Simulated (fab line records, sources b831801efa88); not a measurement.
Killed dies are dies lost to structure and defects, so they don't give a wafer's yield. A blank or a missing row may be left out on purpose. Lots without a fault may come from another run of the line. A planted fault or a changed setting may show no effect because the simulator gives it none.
One fault seen from 2 desks | flow gf180mcu | each desk has only its own numbers; what lay behind them comes last

THE METROLOGY DESK
What the gauges read, lot by lot, whatever tool the lot ran on: means of the sampled wafers that have a number. A lot is out of limits, marked OUT, if its mean lies more than 4 standard deviations from the usual mean; the brackets give that distance.
Columns: A = V4_W_RS at GF_V4_RS_MEAS_24, usual 0.327 ohm/sq; B = V4_W_THK at GF_V4_THK_MEAS_25, usual 346 nm; C = MIM_CVD_05_THK at GF_MIM_THK_MEAS_06, usual 42.9 nm
lot  | first seen here | A     | B   | C
L457 | day 24 23:05    | 0.327 | 341 | 43.1
L464 | day 27 04:23    | 0.327 | 347 | 43.0
L467 | day 28 06:30    | 0.326 | 348 | 42.4
L469 | day 28 20:35    | 0.330 | 342 | 42.6
L476 | day 30 21:21    | 0.325 | 351 | 42.7
L478 | day 31 06:16    | 0.327 | 348 | 43.5
This desk's finding: nothing out of limits on any of the 6 lots.

THE TOOL OWNER'S DESK: pvd_sputter-01
The tool's own readings at GF_MIM_SPUTTER_07 (material TiN, target thk 60 nm, time 50 s): means of the sampled wafers that have a number, for each lot that ran on this tool. A lot is out of limits, marked OUT, if its mean lies more than 4 standard deviations from the usual mean; the brackets give that distance.
Columns: A = chamber_pressure_pa at GF_MIM_SPUTTER_07, usual 0.4001 Pa; B = throttle_valve_pct at GF_MIM_SPUTTER_07, usual 30.1 %
lot  | first seen here | A      | B
L467 | day 28 07:17    | 0.3991 | 29.9
L469 | day 28 21:23    | 0.3992 | 30.6
L476 | day 30 22:07    | 0.4009 | 30.9
L478 | day 31 07:04    | 0.4002 | 29.7
This desk's finding: nothing out of limits on any of the 4 lots.

PUT TOGETHER
The metrology desk saw nothing out of limits.
The tool owner's desk saw nothing out of limits.

WHAT THE SIMULATOR HAD PUT IN
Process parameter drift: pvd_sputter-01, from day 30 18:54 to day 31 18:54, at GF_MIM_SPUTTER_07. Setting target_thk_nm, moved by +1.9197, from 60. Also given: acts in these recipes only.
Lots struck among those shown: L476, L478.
